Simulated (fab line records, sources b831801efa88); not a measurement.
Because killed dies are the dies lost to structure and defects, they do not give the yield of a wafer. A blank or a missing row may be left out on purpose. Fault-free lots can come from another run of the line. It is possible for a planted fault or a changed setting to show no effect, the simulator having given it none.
Which of the tools did it? :: flow sky130 :: Sampling: 13 lots, 37 wafers, 3 of 708 route steps

WHAT THE GAUGES SHOWED, per wafer
SKY_DNWELL_TW_MEAS_09. Usual: for DNWELL_TW the level is 1116 and the standard deviation is 7.8.
lot: L567
measured: day 3 05:43
on: film-metro-03
DNWELL_TW: 1129 1127 1131
flag: 

lot: L568
measured: day 3 12:10
on: film-metro-03
DNWELL_TW: 1121 1121 1124
flag: 

lot: L569
measured: day 3 15:19
on: film-metro-04
DNWELL_TW: 1106 1111 1105
flag: 

lot: L571
measured: day 4 02:55
on: film-metro-01
DNWELL_TW: 1106 1110 1106
flag: 

lot: L572
measured: day 4 05:37
on: film-metro-04
DNWELL_TW: 1123 1112 1116
flag: 

lot: L577
measured: day 5 15:16
on: film-metro-04
DNWELL_TW: 1110 1116
flag: 

lot: L580
measured: day 6 03:13
on: film-metro-03
DNWELL_TW: 1112 1109
flag: 

lot: L583
measured: day 6 16:28
on: film-metro-01
DNWELL_TW: 1113 1112 1109
flag: 

lot: L586
measured: day 7 13:58
on: film-metro-01
DNWELL_TW: 1118 1113 1120
flag: 

lot: L587
measured: day 8 03:55
on: film-metro-04
DNWELL_TW: 1105 1109 1105
flag: 

lot: L588
measured: day 8 08:19
on: film-metro-01
DNWELL_TW: 1120 1116 1114
flag: 

lot: L589
measured: day 8 07:52
on: film-metro-03
DNWELL_TW: 1129 1121 1127
flag: 

lot: L590
measured: day 8 15:17
on: film-metro-01
DNWELL_TW: 1123 1118 1119
flag: 

WHICH TOOL RAN EACH LOT (tool, then ch and the chambers of the sampled wafers, then the start)
lot: L567
SKY_FIELD_ISO_ETCH_15: rie-diel-01 ch 1,2,3, day 2 07:07
SKY_FIELD_ISO_STRIP_16: plasma-asher-04 ch 1, day 2 07:11

lot: L568
SKY_FIELD_ISO_ETCH_15: rie-diel-02 ch 0,2,3, day 2 10:23
SKY_FIELD_ISO_STRIP_16: plasma-asher-04 ch 0,1, day 2 10:26

lot: L569
SKY_FIELD_ISO_ETCH_15: rie-diel-04 ch 0,2,3, day 2 15:10
SKY_FIELD_ISO_STRIP_16: plasma-asher-04 ch 0,1, day 2 15:14

lot: L571
SKY_FIELD_ISO_ETCH_15: rie-diel-01 ch 0,2,3, day 3 02:13
SKY_FIELD_ISO_STRIP_16: plasma-asher-03 ch 0,1, day 3 02:17

lot: L572
SKY_FIELD_ISO_ETCH_15: rie-diel-01 ch 0,1,2, day 3 06:14
SKY_FIELD_ISO_STRIP_16: plasma-asher-02 ch 0,1, day 3 06:17

lot: L577
SKY_FIELD_ISO_ETCH_15: rie-diel-01 ch 0,1, day 4 10:25
SKY_FIELD_ISO_STRIP_16: plasma-asher-04 ch 0,1, day 4 10:29

lot: L580
SKY_FIELD_ISO_ETCH_15: rie-diel-02 ch 0,2, day 4 23:35
SKY_FIELD_ISO_STRIP_16: plasma-asher-02 ch 0,1, day 4 23:38

lot: L583
SKY_FIELD_ISO_ETCH_15: rie-diel-02 ch 1,2,3, day 5 15:29
SKY_FIELD_ISO_STRIP_16: plasma-asher-02 ch 0,1, day 5 15:32

lot: L586
SKY_FIELD_ISO_ETCH_15: rie-diel-04 ch 2,3, day 6 07:20
SKY_FIELD_ISO_STRIP_16: plasma-asher-03 ch 0,1, day 6 07:23

lot: L587
SKY_FIELD_ISO_ETCH_15: rie-diel-04 ch 0,1,2, day 6 13:02
SKY_FIELD_ISO_STRIP_16: plasma-asher-04 ch 0,1, day 6 13:05

lot: L588
SKY_FIELD_ISO_ETCH_15: rie-diel-02 ch 2,3, day 6 17:53
SKY_FIELD_ISO_STRIP_16: plasma-asher-04 ch 0,1, day 6 17:56

lot: L589
SKY_FIELD_ISO_ETCH_15: rie-diel-04 ch 2,3, day 6 23:47
SKY_FIELD_ISO_STRIP_16: plasma-asher-03 ch 0,1, day 6 23:50

lot: L590
SKY_FIELD_ISO_ETCH_15: rie-diel-02 ch 2,3, day 7 03:31
SKY_FIELD_ISO_STRIP_16: plasma-asher-02 ch 0,1, day 7 03:37
- SKY_FIELD_ISO_ETCH_15: etches the open film in CHF3/O2, stops on Si, target depth 180 nm, time 72 s.
- SKY_FIELD_ISO_STRIP_16: strips in O2/N2.

AS READ BY THE TOOLS THEMSELVES (means over the sampled wafers that have a number; for cases with no such wafer, the mark the record gives instead)
SKY_FIELD_ISO_ETCH_15. Usual: drypump-motor-current-A 5.5 A, standard deviation 0.47; oes-product-au 0.948 a.u., standard deviation 0.0069; throttle-valve-pct 8.844 %, standard deviation 0.01.
lot: L567
tool: rie-diel-01
drypump-motor-current-A (A): 5.3
oes-product-au (a.u.): 0.945
throttle-valve-pct (%): 8.840
flag: 

lot: L568
tool: rie-diel-02
drypump-motor-current-A (A): 6.1
oes-product-au (a.u.): 0.942
throttle-valve-pct (%): 8.839
flag: 

lot: L569
tool: rie-diel-04
drypump-motor-current-A (A): 5.5
oes-product-au (a.u.): 0.950
throttle-valve-pct (%): 8.844
flag: 

lot: L571
tool: rie-diel-01
drypump-motor-current-A (A): 5.6
oes-product-au (a.u.): 0.951
throttle-valve-pct (%): 8.838
flag: 

lot: L572
tool: rie-diel-01
drypump-motor-current-A (A): 5.4
oes-product-au (a.u.): 0.947
throttle-valve-pct (%): 8.857
flag: 

lot: L577
tool: rie-diel-01
drypump-motor-current-A (A): 5.1
oes-product-au (a.u.): 0.942
throttle-valve-pct (%): 8.835
flag: 

lot: L580
tool: rie-diel-02
drypump-motor-current-A (A): 6.0
oes-product-au (a.u.): 0.944
throttle-valve-pct (%): 8.838
flag: 

lot: L583
tool: rie-diel-02
drypump-motor-current-A (A): 5.9
oes-product-au (a.u.): 0.944
throttle-valve-pct (%): 8.838
flag: 

lot: L586
tool: rie-diel-04
drypump-motor-current-A (A): 5.3
oes-product-au (a.u.): 0.958
throttle-valve-pct (%): 8.839
flag: 

lot: L587
tool: rie-diel-04
drypump-motor-current-A (A): 5.4
oes-product-au (a.u.): 0.955
throttle-valve-pct (%): 8.844
flag: 

lot: L588
tool: rie-diel-02
drypump-motor-current-A (A): 5.9
oes-product-au (a.u.): 0.944
throttle-valve-pct (%): 8.842
flag: 

lot: L589
tool: rie-diel-04
drypump-motor-current-A (A): 5.3
oes-product-au (a.u.): 0.945
throttle-valve-pct (%): 8.844
flag: 

lot: L590
tool: rie-diel-02
drypump-motor-current-A (A): 5.8
oes-product-au (a.u.): 0.954
throttle-valve-pct (%): 8.833
flag: 

SKY_FIELD_ISO_STRIP_16. Usual: drypump-motor-current-A 5.18 A, standard deviation 0.17; oes-product-au 0.378 a.u., standard deviation 0.0051; strip-time-to-endpoint-s 3.55 s, standard deviation 0.032.
lot: L567
tool: plasma-asher-04
drypump-motor-current-A (A): 5.18
oes-product-au (a.u.): 0.379
strip-time-to-endpoint-s (s): 3.54
flag: 

lot: L568
tool: plasma-asher-04
drypump-motor-current-A (A): 5.01
oes-product-au (a.u.): 0.379
strip-time-to-endpoint-s (s): 3.59
flag: 

lot: L569
tool: plasma-asher-04
drypump-motor-current-A (A): 5.02
oes-product-au (a.u.): 0.376
strip-time-to-endpoint-s (s): 3.56
flag: 

lot: L571
tool: plasma-asher-03
drypump-motor-current-A (A): 5.33
oes-product-au (a.u.): 0.381
strip-time-to-endpoint-s (s): 3.52
flag: 

lot: L572
tool: plasma-asher-02
drypump-motor-current-A (A): 5.28
oes-product-au (a.u.): 0.379
strip-time-to-endpoint-s (s): 3.54
flag: 

lot: L577
tool: plasma-asher-04
drypump-motor-current-A (A): 5.05
oes-product-au (a.u.): 0.383
strip-time-to-endpoint-s (s): 3.58
flag: 

lot: L580
tool: plasma-asher-02
drypump-motor-current-A (A): 5.24
oes-product-au (a.u.): 0.378
strip-time-to-endpoint-s (s): 3.60
flag: 

lot: L583
tool: plasma-asher-02
drypump-motor-current-A (A): 5.31
oes-product-au (a.u.): 0.380
strip-time-to-endpoint-s (s): 3.54
flag: 

lot: L586
tool: plasma-asher-03
drypump-motor-current-A (A): 5.34
oes-product-au (a.u.): 0.376
strip-time-to-endpoint-s (s): 3.54
flag: 

lot: L587
tool: plasma-asher-04
drypump-motor-current-A (A): 5.10
oes-product-au (a.u.): 0.379
strip-time-to-endpoint-s (s): 3.54
flag: 

lot: L588
tool: plasma-asher-04
drypump-motor-current-A (A): 5.11
oes-product-au (a.u.): 0.378
strip-time-to-endpoint-s (s): 3.53
flag: 

lot: L589
tool: plasma-asher-03
drypump-motor-current-A (A): 5.26
oes-product-au (a.u.): 0.375
strip-time-to-endpoint-s (s): 3.52
flag: 

lot: L590
tool: plasma-asher-02
drypump-motor-current-A (A): 5.21
oes-product-au (a.u.): 0.378
strip-time-to-endpoint-s (s): 3.57
flag: 

THE ANSWER, worked out from the rows above alone
Rule: lot off if the mean of its wafers having a number is beyond 3 standard deviations from the usual mean. A lot without any number at a reading at which 4 lots or more have one is off too. Where the step has rows for the other lots, those lots are counted as sound. First the gauges in route order, then the tools' own readings, where a lot's mean is used as printed above. At the first step where some lot is off, the reading lying furthest off is the one used; lots without a number count as furthest.
Nothing can be told from this: no lot is off at any reading shown.

WHAT THE SIMULATOR PUT IN
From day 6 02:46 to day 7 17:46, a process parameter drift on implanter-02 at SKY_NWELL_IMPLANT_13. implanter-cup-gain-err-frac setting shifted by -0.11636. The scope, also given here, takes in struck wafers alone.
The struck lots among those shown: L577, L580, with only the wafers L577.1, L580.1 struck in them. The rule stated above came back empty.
